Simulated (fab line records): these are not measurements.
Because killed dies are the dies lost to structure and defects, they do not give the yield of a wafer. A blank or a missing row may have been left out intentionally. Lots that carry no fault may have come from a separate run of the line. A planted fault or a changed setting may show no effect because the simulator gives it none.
Which tool did it? :: flow sky130 :: 7 lots with 21 wafers sampled at 3 steps, on a route of 708 steps

WHAT EACH GAUGE READ, for each wafer
SKY_NWELL_RS_MEAS_31: measurement is done with a four-point probe.
lot: L406
measured: day 6 00:30
on: film metro-04
PWDE_RS (ohm/sq): 5314 5293 5295

lot: L409
measured: day 7 01:38
on: film metro-01
PWDE_RS (ohm/sq): 5298 5299 5282

lot: L414
measured: day 8 03:14
on: film metro-04
PWDE_RS (ohm/sq): 5261 5279 5282

lot: L421
measured: day 9 19:48
on: film metro-04
PWDE_RS (ohm/sq): 5271 5283 5276

lot: L423
measured: day 10 07:09
on: film metro-04
PWDE_RS (ohm/sq): 5303 5279 5293

lot: L425
measured: day 10 18:13
on: film metro-03
PWDE_RS (ohm/sq): 5298 5277 5272

lot: L428
measured: day 11 10:49
on: film metro-03
PWDE_RS (ohm/sq): 5280 5281 5266

EACH LOT AND THE TOOL THAT RAN IT (in order: tool; ch and the chambers of the sampled wafers; start)
lot: L406
SKY_FIELD_ISO_ETCH_15: rie diel-04 ch 1,2,3, day 2 11:03
SKY_PWDE_DEVELOP_06: litho track-03 ch 0, day 4 06:00

lot: L409
SKY_FIELD_ISO_ETCH_15: rie diel-04 ch 0,1, day 3 07:17
SKY_PWDE_DEVELOP_06: litho track-01 ch 0, day 5 06:00

lot: L414
SKY_FIELD_ISO_ETCH_15: rie diel-01 ch 1,3, day 4 06:32
SKY_PWDE_DEVELOP_06: litho track-03, day 6 05:00

lot: L421
SKY_FIELD_ISO_ETCH_15: rie diel-03 ch 0,1,3, day 5 17:26
SKY_PWDE_DEVELOP_06: litho track-01 ch 0, day 7 19:00

lot: L423
SKY_FIELD_ISO_ETCH_15: rie diel-04 ch 2,3, day 6 05:14
SKY_PWDE_DEVELOP_06: litho track-04 ch 0, day 8 07:00

lot: L425
SKY_FIELD_ISO_ETCH_15: rie diel-04 ch 1,3, day 6 14:44
SKY_PWDE_DEVELOP_06: litho track-03 ch 0, day 8 18:00

lot: L428
SKY_FIELD_ISO_ETCH_15: rie diel-03 ch 1,2, day 7 06:03
SKY_PWDE_DEVELOP_06: litho track-03 ch 0, day 9 12:00
- SKY_FIELD_ISO_ETCH_15: etches the open film in CHF3/O2, stops on Si, target depth 180 nm, time 72 s.
- SKY_PWDE_DEVELOP_06: develop time 60 s.

THE ANSWER, worked out from the rows above alone
Rule: usual is defined by the lots themselves. The widest of any qualifying gaps counts: lots, ordered by their means at a reading, are off when they make up no more than a third of the lots, leave a main group of 4 or more, and stand apart from it by 3 or more times the standard deviation of that group's means. A main group whose means are all the same, to the digits that the tables above print for the reading, isn't used. Also off: a lot with no number at a reading for which 4 or more lots have one. Any other lot the step has rows for is counted as sound.
No lot is off at any reading shown: from this, nothing can be told.

WHAT THE SIMULATOR PUT IN
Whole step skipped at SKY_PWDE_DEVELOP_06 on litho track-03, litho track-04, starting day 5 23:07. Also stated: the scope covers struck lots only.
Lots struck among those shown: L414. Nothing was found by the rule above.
